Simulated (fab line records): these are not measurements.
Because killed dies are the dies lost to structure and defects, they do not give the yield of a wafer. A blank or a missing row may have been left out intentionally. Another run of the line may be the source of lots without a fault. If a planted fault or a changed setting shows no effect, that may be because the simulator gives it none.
A lot that was struck, set against a sound lot | flow gf180mcu | 32 steps out of a route of 602
Sound: wafers L655.3, L655.4, L655.5. Struck: wafers L661.1, L661.4, L661.5. The cause is given at the end.
Each step with rows lists, per side, the tool, then ch with its chambers, then its first start. Under that, the readings that differ: sound wafers | struck wafers | difference of the means | sigmas: that difference in standard deviations of wafers without a fault.
alike: a reading whose means differ by less than 2 such deviations, as well as words and numbers matching on both sides. not compared: withheld readings; readings where some wafer has no value; bounds like >300 that might hide an equal value; numbers whose values overlap and for which the record gives no deviation.
Wherever a step has rows on one side only, a row that says differs or no value, or a row with sigmas, the two part there. When numbers do not overlap yet have no deviation, they are printed without sigmas and do not part them. A reading that every wafer of one side lacks parts them only if that side has two wafers or more.

GF_SAB_ETCH_11: etches SiO2 in C4F8/O2/Ar, target depth 55 nm, time 8.5 s.
  sound on rie-diel-04 ch 0,1,2, day 18 06:32; struck on rie-diel-02 ch 0,1,3, day 20 02:30
  alike: oes-product-au
  not compared: rf-hours-counter-h
then, 1 step without rows for these wafers: GF_SAB_WET_ETCH_12 (etches SiO2 in dHF, target depth 22 nm, time 440 s).
GF_SAB_STRIP_13: strips in O2/N2.
  sound on plasma-asher-04 ch 0,1, day 18 06:43; struck on plasma-asher-04 ch 0,1, day 20 02:40
  alike: drypump-motor-current-A, heater-power-w, oes-product-au, strip-time-to-endpoint-s
  not compared: rf-hours-counter-h
then, 2 steps without rows for these wafers: GF_SALICIDE_CLEAN_00 (cleans in SC1/SC2, time 150 s); GF_SALICIDE_WET_ETCH_01 (etches SiO2 in dHF, target depth 5 nm, time 100 s).
GF_SALICIDE_SPUTTER_02: material Co, target thk 10 nm, time 20 s.
  sound on pvd-sputter-02 at day 18 06:52; struck on pvd-sputter-01 at day 20 02:53
  alike: throttle-valve-pct
GF_SALICIDE_SPUTTER_03: material TiN, target thk 20 nm, time 16.7 s.
  sound on pvd-sputter-02 at day 18 06:54; struck on pvd-sputter-01 at day 20 02:55
  alike: throttle-valve-pct
GF_SALICIDE_RS_MEAS_04: uses a four-point probe to measure.
  sound on film-metro-02 at day 18 06:58; struck on film-metro-03 at day 20 02:56
  alike: SALICIDE_TIN_RS
GF_SALICIDE_THK_MEAS_05: measures by xrf.
  sound on film-metro-02 at day 18 07:04; struck on film-metro-03 at day 20 03:04
  alike: SALICIDE_TIN_THK
GF_SALICIDE_RTA_06: time 30 s.
  sound on rtp-anneal-01 ch 0, day 18 07:08; struck on rtp-anneal-01 ch 0, day 20 03:07
  alike: lamp-power-pct, wafer_temp_C_max
then, 2 steps without rows for these wafers: GF_SALICIDE_WET_ETCH_07 (etches the open film in SPM, target depth 120 nm); GF_SALICIDE_RTA_08 (time 30 s).
GF_CONTACT_CVD_00: deposits SiO2, target thk 300 nm, time 50 s.
  sound on hdpcvd-02 ch 1,2, day 18 07:25; struck on hdpcvd-01 ch 0,1,2, day 20 03:49
GF_CONTACT_THK_MEAS_01:
  sound on film-metro-03 at day 18 07:28; struck on film-metro-03 at day 20 03:52
  reading                 | sound             | struck            | difference | sigmas
  CONTACT_CVD_00_THK (nm) | 306.2 305.2 304.5 | 602.7 603.4 604.6 | +298.3     | +99 or more
then, 1 step without rows for these wafers: GF_CONTACT_CVD_02 (deposits SiO2 from TEOS, target thk 860 nm, time 95.992 s).
GF_CONTACT_THK_MEAS_03:
  sound on film-metro-04 at day 18 07:36; struck on film-metro-03 at day 20 04:00
  alike: CONTACT_CVD_02_THK
then, 1 step without rows for these wafers: GF_CONTACT_CMP_04 (polishes SiO2).
GF_CONTACT_BOW_MEAS_05:
  sound on film-metro-03 at day 18 07:59; struck on film-metro-03 at day 20 04:22
  alike: CONTACT_BOW
then, 8 steps without rows for these wafers: GF_CONTACT_DEHYDRATE_06 (time 60 s); GF_CONTACT_HMDS_07 (prime time 60 s); GF_CONTACT_COAT_08; GF_CONTACT_COAT_09 (resist thk 1000 nm); GF_CONTACT_SOFTBAKE_10 (time 60 s); GF_CONTACT_EXPOSE_11 (exposes mask Contact, target cd 220 nm); GF_CONTACT_PEB_12 (peb time 90 s); GF_CONTACT_DEVELOP_13 (develop time 60 s).
GF_CONTACT_CD_MEAS_14 targets a cd of 220 nm.
  sound on cd-sem-02 at day 19 07:26; struck on cd-sem-02 at day 21 03:55
  alike: cd-nm
GF_CONTACT_OVL_MEAS_15:
  sound on overlay-01 at day 19 07:32; struck on overlay-01 at day 21 04:02
  alike: CONTACT_OVL
then, 1 step without rows for these wafers: GF_CONTACT_ETCH_16 (etches BARC in N2/H2).
GF_CONTACT_ETCH_17: etches SiO2 in C4F8/O2/Ar, stops on CoSi2, target depth 860 nm.
  sound: rie-diel-01 ch 0,1,2; struck: rie-diel-02 ch 1,3
  reading                             | sound             | struck            | difference | sigmas
  oes-product-au (a.u.)               | 0.819 0.813 0.819 | 0.963 0.966 0.969 | +0.149     | +32
  model.etch.depth-nm (nm)            | 865.9 866.5 863.8 | 1162 1163 1166    | +298       |
  model.CONTACT.feature-depth-nm (nm) | 865.9 866.5 863.8 | 1162 1163 1166    | +298       |
then, 1 step without rows for these wafers: GF_CONTACT_STRIP_18 (strips in O2/N2).
-- the record jumps here: 12 days lie between the struck wafers' starts before and after (it left off in module CONTACT and takes up again in module PASSIVATION, whose first step shown is number 602 of the route) --
GF_PASSIVATION_PROBE_99:
  sound on prober-02 at day 31 13:07; struck on prober-01 at day 32 21:28
  reading                          | sound            | struck            | difference | sigmas
  model.etest.contact-nplus.rc-ohm | 5.33 5.201 5.251 | 6.562 6.225 6.565 | +1.190     |
  model.etest.contact-pplus.rc-ohm | 5.46 5.277 5.314 | 6.276 6.104 6.457 | +0.929     |
  model.etest.contact-poly.rc-ohm  | 6.14 6.023 6     | 7.16 7.048 7.412  | +1.15      |

## WHERE THEY PART
At GF_CONTACT_THK_MEAS_01 first; at GF_CONTACT_ETCH_17 last (within this record only).

WHY: what the simulator had put in
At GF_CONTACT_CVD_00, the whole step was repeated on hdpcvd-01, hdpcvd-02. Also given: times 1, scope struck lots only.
